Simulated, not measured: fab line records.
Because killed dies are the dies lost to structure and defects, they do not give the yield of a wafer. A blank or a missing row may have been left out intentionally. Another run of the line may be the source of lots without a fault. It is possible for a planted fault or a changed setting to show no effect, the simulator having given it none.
Comparing a struck lot with a sound one | flow sky130 | 16 out of 708 route steps
Sound: the wafers L409.2, L409.4, L409.6. Wafers struck: L418.1, L418.2, L418.3. Last of all comes the cause.
At each step with rows: each side's tool, then ch and its chambers, then its first start. Under that, the readings that differ: sound wafers | struck wafers | difference of the means | sigmas: that difference in standard deviations of wafers without a fault.
alike: words and numbers the same on both sides, and readings whose means are apart by under 2 such deviations; not compared: readings that were withheld, readings missing a value for some wafer, numbers with overlapping values and no deviation given by the record, and bounds like >300 which may hide the same value.
A row with sigmas, a row that says differs or no value, or rows on one side alone: a step with any of these is where the two part. Numbers that don't overlap but have no deviation are shown without sigmas and don't part them. A reading that every wafer of one side lacks parts them only if that side has two wafers or more.

SKY_VT_ADJUST_HVTR_OVL_MEAS_08:
  sound: overlay-01 at day 11 14:05; struck: overlay-02 at day 14 07:53
  alike: VT_ADJUST_HVTR_OVL
after that, 1 step had no rows for these wafers: SKY_VT_ADJUST_HVTR_IMPLANT_09.
SKY_VT_ADJUST_HVTR_STRIP_10: strips in O2/N2.
  sound on plasma asher-03 ch 0,1, day 11 14:16; struck on plasma asher-04 ch 0,1, day 14 08:04
  alike: drypump motor current A, n2 flow sccm, oes product au, strip time to endpoint s
  not compared: rf hours counter h
SKY_VT_ADJUST_HVTR_TW_MEAS_11:
  sound: film metro-01 at day 11 14:23; struck: film metro-04 at day 14 08:10
  reading           | sound             | struck            | difference | sigmas
  VT_ADJUST_HVTR_TW | 212.2 213.1 214.1 | 208.9 208.0 208.1 | -4.8       | -3
then, 7 steps without rows for these wafers: SKY_VT_ADJUST_PCH_DEHYDRATE_00 (time 60 s); SKY_VT_ADJUST_PCH_HMDS_01 (prime time 60 s); SKY_VT_ADJUST_PCH_COAT_02 (resist thk 3000 nm); SKY_VT_ADJUST_PCH_SOFTBAKE_03; SKY_VT_ADJUST_PCH_EXPOSE_04 (exposes mask NWM, target cd 840 nm); SKY_VT_ADJUST_PCH_PEB_05; SKY_VT_ADJUST_PCH_DEVELOP_06 (develop time 60 s).
SKY_VT_ADJUST_PCH_OVL_MEAS_07:
  sound: overlay-01 at day 12 13:53; struck: overlay-02 at day 15 10:25
  alike: VT_ADJUST_PCH_OVL
SKY_VT_ADJUST_PCH_IMPLANT_08:
  sound on implanter-01 ch 0, day 12 13:57; struck on implanter-01 ch 0, day 15 10:27
  reading            | sound                         | struck                      | difference | sigmas
  dose ions cm2      | 5.002e+11 5.003e+11 5.004e+11 | 2.807e+11 2.8e+11 2.814e+11 | -2.196e+11 | -99 or more
  faraday current uA | 2.80 2.87 2.88                | 1.62 1.58 1.51              | -1.28      | -20
SKY_VT_ADJUST_PCH_STRIP_09: strips in O2/N2.
  sound on plasma asher-04 ch 0,1, day 12 14:04; struck on plasma asher-04 ch 0,1, day 15 10:36
  alike: drypump motor current A, n2 flow sccm, oes product au, strip time to endpoint s
  not compared: rf hours counter h
SKY_VT_ADJUST_PCH_TW_MEAS_10:
  sound: film metro-03 at day 12 14:11; struck: film metro-03 at day 15 10:56
  reading          | sound             | struck            | difference | sigmas
  VT_ADJUST_PCH_TW | 141.9 142.5 142.8 | 122.5 122.7 122.0 | -20.0      | -25
  not compared: hold
-- the record jumps here: 34 days lie between the struck wafers' starts before and after (it left off in module VT_ADJUST_PCH and takes up again in module PAD_OPEN, whose first step shown is number 708 of the route) --
SKY_PAD_OPEN_PROBE_99:
  sound: prober-01 at day 47 11:38; struck: prober-02 at day 49 13:44
  reading                                   | sound                   | struck                  | difference | sigmas
  model.etest.pfet_01v8_lvt.drive ua um     | 171.4 171.7 171.5       | 169.1 168.5 167.2       | -3.3       |
  model.etest.pfet g5v0d10v5.off log10 a um | -12.31 -12.68 -12.41    | -13.42 -13.36 -13.47    | -0.95      |
  model.etest.pfet_01v8_lvt.off log10 a um  | -8.973 -9.006 -8.761    | -9.782 -9.573 -9.714    | -0.776     |
  model.etest.pfet g5v0d10v5.vt sat v (V)   | -0.6232 -0.6493 -0.6207 | -0.7461 -0.7341 -0.7533 | -0.1134    |
  model.etest.pfet_16v.vt v (V)             | -1.103 -1.097 -1.107    | -1.188 -1.179 -1.187    | -0.082     |
  model.etest.pfet g5v0d10v5.vt v (V)       | -0.8247 -0.8423 -0.8218 | -0.9149 -0.9025 -0.9267 | -0.0851    |
  alike: killed_at_M0_to_M3, killed_at_M4_up, killed at contacts, killed at front end, killed at other, killed dies, killed on rim, killed open, killed short
  not compared: model.etest.pfet g5v0d10v5.r on ohm um, model.etest.pfet g5v0d10v5.drive ua um

## WHERE THEY PART
Last at SKY_VT_ADJUST_PCH_TW_MEAS_10 as far as this record goes, first at SKY_VT_ADJUST_HVTR_TW_MEAS_11. Later steps at which nothing parts them and some readings are alike: SKY_PAD_OPEN_PROBE_99.

WHY: whatever the simulator had introduced
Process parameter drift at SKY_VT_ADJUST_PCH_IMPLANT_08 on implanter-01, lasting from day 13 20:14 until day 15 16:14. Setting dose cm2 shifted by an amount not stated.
